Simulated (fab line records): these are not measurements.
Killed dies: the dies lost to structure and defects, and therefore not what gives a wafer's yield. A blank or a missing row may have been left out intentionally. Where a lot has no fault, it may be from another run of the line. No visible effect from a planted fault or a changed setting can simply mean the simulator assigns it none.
The tool behind it: which one? -- flow sky130 -- 12 lots, 36 wafers sampled, at 1 step of a route of 708

== WHAT THE GAUGES SHOWED, per wafer ==
SKY_CONTACT_BOW_MEAS_05. Usual: CONTACT_BOW typically reads 82 um, with standard deviation 6.6.
lot,measured,on,CONTACT_BOW (um),flag
L377,day 30 06:14,film_metro-02,81 82 72,
L378,day 31 03:35,film_metro-04,73 73 74,
L380,day 31 12:02,film_metro-04,73 74 68,
L381,day 32 12:26,film_metro-02,90 80 71,
L383,day 33 02:55,film_metro-03,82 79 80,
L385,day 33 20:12,film_metro-02,83 82 78,
L389,day 34 18:43,film_metro-03,86 77 82,
L390,day 35 01:11,film_metro-04,88 87 90,
L391,day 35 07:26,film_metro-03,83 80 85,
L394,day 36 01:25,film_metro-03,71 68 81,
L397,day 36 16:03,film_metro-03,82 81 82,
L399,day 37 06:19,film_metro-02,86 81 73,

== TOOL THAT RAN EACH LOT (tool first, then ch and the chambers of the sampled wafers, then the start) ==
Before these readings, the record contains no process step.

== AS READ BY THE TOOLS THEMSELVES (means over the sampled wafers that have a number; for cases with no such wafer, the mark the record gives instead) ==
The record holds no such reading with a usual standard deviation.

== THE ANSWER, worked out from the rows above alone ==
Rule: a lot is off if the mean of its wafers that have a number lies more than 3 standard deviations from the usual mean. Also off: a lot with no number at a reading for which 4 or more lots have one. Any other lot the step has rows for is counted as sound. Order of review: gauges by route order, followed by the tools' own readings, for which a lot's mean as printed above is used. At the first step where some lot is off, the reading lying furthest off is the one used; lots without a number count as furthest.
Nothing can be told from this: no lot is off at any reading shown.

== WHAT HAD BEEN PUT IN BY THE SIMULATOR ==
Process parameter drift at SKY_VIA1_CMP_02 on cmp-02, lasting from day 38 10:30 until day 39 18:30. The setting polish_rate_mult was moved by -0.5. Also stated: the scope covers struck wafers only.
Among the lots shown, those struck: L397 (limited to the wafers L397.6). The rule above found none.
